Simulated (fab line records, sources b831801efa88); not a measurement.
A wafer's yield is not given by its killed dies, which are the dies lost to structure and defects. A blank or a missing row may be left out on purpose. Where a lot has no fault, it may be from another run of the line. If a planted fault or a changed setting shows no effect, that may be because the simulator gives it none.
One fault through the eyes of 2 desks + flow sky130 + each desk holds nothing but its own numbers, with what lay behind them at the end

DESK OF THE TOOL OWNER: rieDiel-01
The tool's own readings at SKY_FIELD_ISO_ETCH_15 (etches the open film in CHF3/O2, stops on Si, target depth 180 nm, time 72 s): means of the sampled wafers that have a number, for each lot that ran on this tool. Marked OUT: a lot whose mean sits more than 4 standard deviations from the usual mean, which makes it out of limits; the brackets give that distance.
Columns: A = O2_flow_sccm at SKY_FIELD_ISO_ETCH_15, usual 4.998 sccm; B = biasW at SKY_FIELD_ISO_ETCH_15, usual 200.0 W; C = drypumpMotorCurrentA at SKY_FIELD_ISO_ETCH_15, usual 5.7 A; D = oesProductAu at SKY_FIELD_ISO_ETCH_15, usual 0.944 a.u.; E = rfFwdPowerW at SKY_FIELD_ISO_ETCH_15, usual 595.4 W; F = throttleValvePct at SKY_FIELD_ISO_ETCH_15, usual 8.844 %
| lot  | first seen here | A     | B     | C   | D     | E     | F     |
|------|-----------------|-------|-------|-----|-------|-------|-------|
| L373 | day 2 21:45     | 4.992 | 199.9 | 5.6 | 0.947 | 596.2 | 8.842 |
| L388 | day 6 02:21     | 4.999 | 199.6 | 5.6 | 0.950 | 596.9 | 8.845 |
| L389 | day 6 10:35     | 4.990 | 200.5 | 5.6 | 0.941 | 595.6 | 8.837 |
| L391 | day 6 19:09     | 4.998 | 200.3 | 5.9 | 0.947 | 597.8 | 8.851 |
Finding of this desk: none of the 4 lots has anything out of limits.

AT THE METROLOGY DESK
What the gauges read, lot by lot, whatever tool the lot ran on: means of the sampled wafers that have a number. Marked OUT: a lot whose mean sits more than 4 standard deviations from the usual mean, which makes it out of limits; the brackets give that distance.
Columns: A = INCOMING_BOW at SKY_FIELD_ISO_BOW_MEAS_00, usual 0 um
| lot  | first seen here | A  |
|------|-----------------|----|
| L373 | day 2 01:01     | 8  |
| L381 | day 3 17:00     | -0 |
| L382 | day 3 22:01     | -4 |
| L383 | day 4 03:01     | 5  |
| L387 | day 4 23:01     | 1  |
| L388 | day 5 04:02     | -4 |
| L389 | day 5 09:00     | 0  |
| L390 | day 5 14:02     | 0  |
| L391 | day 5 19:00     | -2 |
| L392 | day 6 00:04     | -2 |
| L393 | day 6 05:01     | -4 |
Finding of this desk: none of the 11 lots has anything out of limits.

ALL TOGETHER
The tool owner's desk saw nothing out of limits.
Metrology desk: nothing out of limits seen.

WHAT WAS PUT IN BY THE SIMULATOR
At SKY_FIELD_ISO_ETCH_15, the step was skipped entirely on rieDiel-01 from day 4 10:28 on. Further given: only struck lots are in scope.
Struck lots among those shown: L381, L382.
